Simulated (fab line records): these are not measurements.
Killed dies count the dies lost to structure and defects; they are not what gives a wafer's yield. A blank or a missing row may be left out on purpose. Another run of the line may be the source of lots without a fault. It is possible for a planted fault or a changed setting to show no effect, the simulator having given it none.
Check of tool commonality -- flow sky130 -- Sample size 12 lots and 36 wafers

## WHY THIS WAS OPENED
2 of 12 lots carry a flag on the reading LI_CONTACT_W_RS at SKY_LI_CONTACT_RS_MEAS_22. No-fault wafers: 0.285 ohm/sq, standard deviation 0.0035.
Rule: a lot gets a flag if all its wafers with a number sit over 4 standard deviations from that mean, or if no wafer of it has a number. As for the other lots, they are considered sound.

lot,measured,on,"LI_CONTACT_W_RS (ohm/sq), wafer by wafer",flag
L620,day 29 06:58,film_metro-03,0.285 0.286 0.288,
L621,day 29 11:49,film_metro-04,0.283 0.289 0.283,
L622,day 30 01:03,film_metro-04,0.285 0.281 0.284,
L623,day 31 00:20,film_metro-04,0.284 0.291 0.286,
L624,day 31 09:31,film_metro-02,0.281 0.281 0.284,
L627,day 32 04:32,film_metro-04,0.286 0.283 0.281,
L626,day 32 05:45,film_metro-04,0.285 0.281 0.288,
L629,day 33 07:17,film_metro-02,0.288 0.286 0.280,
L635,day 34 18:19,film_metro-02,0.237 0.242 0.242,FLAGGED
L636,day 34 23:01,film_metro-03,0.285 0.292 0.287,
L637,day 35 00:04,film_metro-04,0.242 0.237 0.238,FLAGGED
L640,day 35 23:04,film_metro-02,0.283 0.292 0.282,
Average over the flagged lots: 0.240 ohm/sq; offset from the usual -0.045 ohm/sq, equal to -13 standard deviations.

## WHICH TOOL RAN EACH LOT
The record holds 1 process step before the reading, out of a route of 708 steps. Each cell gives the tool, then ch followed by the chambers the sampled wafers passed through, then the start.
lot,flag,SKY_LI_CONTACT_CVD_21
L620,,"cvd_w-01 ch 0,1, day 29 06:51"
L621,,"cvd_w-01 ch 0,1, day 29 11:40"
L622,,"cvd_w-02 ch 0,1, day 30 00:55"
L623,,"cvd_w-01 ch 0, day 31 00:13"
L624,,"cvd_w-02 ch 0,1, day 31 09:24"
L627,,"cvd_w-02 ch 0,1, day 32 04:24"
L626,,"cvd_w-01 ch 0,1, day 32 05:36"
L629,,"cvd_w-01 ch 0,1, day 33 07:10"
L635,FLAGGED,"cvd_w-02 ch 0,1, day 34 18:11"
L636,,"cvd_w-01 ch 0,1, day 34 22:52"
L637,FLAGGED,"cvd_w-02 ch 0,1, day 34 23:56"
L640,,"cvd_w-01 ch 0,1, day 35 22:57"
What the steps here do:
- SKY_LI_CONTACT_CVD_21: deposits W, target thk 400 nm, time 120.56 s.
- SKY_LI_CONTACT_RS_MEAS_22: measures by four-point-probe.

## FLAGGED OVER TOTAL, TOOL BY TOOL (the gauges that took the reading come last)
step,tool,lots run,flagged,share of the flagged lots,sound lots run after its first flagged lot
SKY_LI_CONTACT_CVD_21,cvd_w-01,7,0,none,-
SKY_LI_CONTACT_CVD_21,cvd_w-02,5,2,all,0
SKY_LI_CONTACT_RS_MEAS_22,film_metro-02,4,1,some,1 (L640)
SKY_LI_CONTACT_RS_MEAS_22,film_metro-03,2,0,none,-
SKY_LI_CONTACT_RS_MEAS_22,film_metro-04,6,1,some,0

## THE TABLE: WHAT IT ALLOWS
All flagged lots share 1 row of the table, namely cvd_w-02 at SKY_LI_CONTACT_CVD_21.
- cvd_w-02 at SKY_LI_CONTACT_CVD_21 ran 5 lots, 2 of them flagged. Last sound lot L627 at day 32 04:24, first flagged lot L635 at day 34 18:11; a fault beginning in between fits.
One tool is left: cvd_w-02 at SKY_LI_CONTACT_CVD_21.

## WHAT WAS PUT IN BY THE SIMULATOR
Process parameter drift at SKY_LI_CONTACT_CVD_21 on cvd_w-02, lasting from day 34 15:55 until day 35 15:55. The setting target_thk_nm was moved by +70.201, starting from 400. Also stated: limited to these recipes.
Struck lots among those shown: L635, L637. The same result came from the rule above.
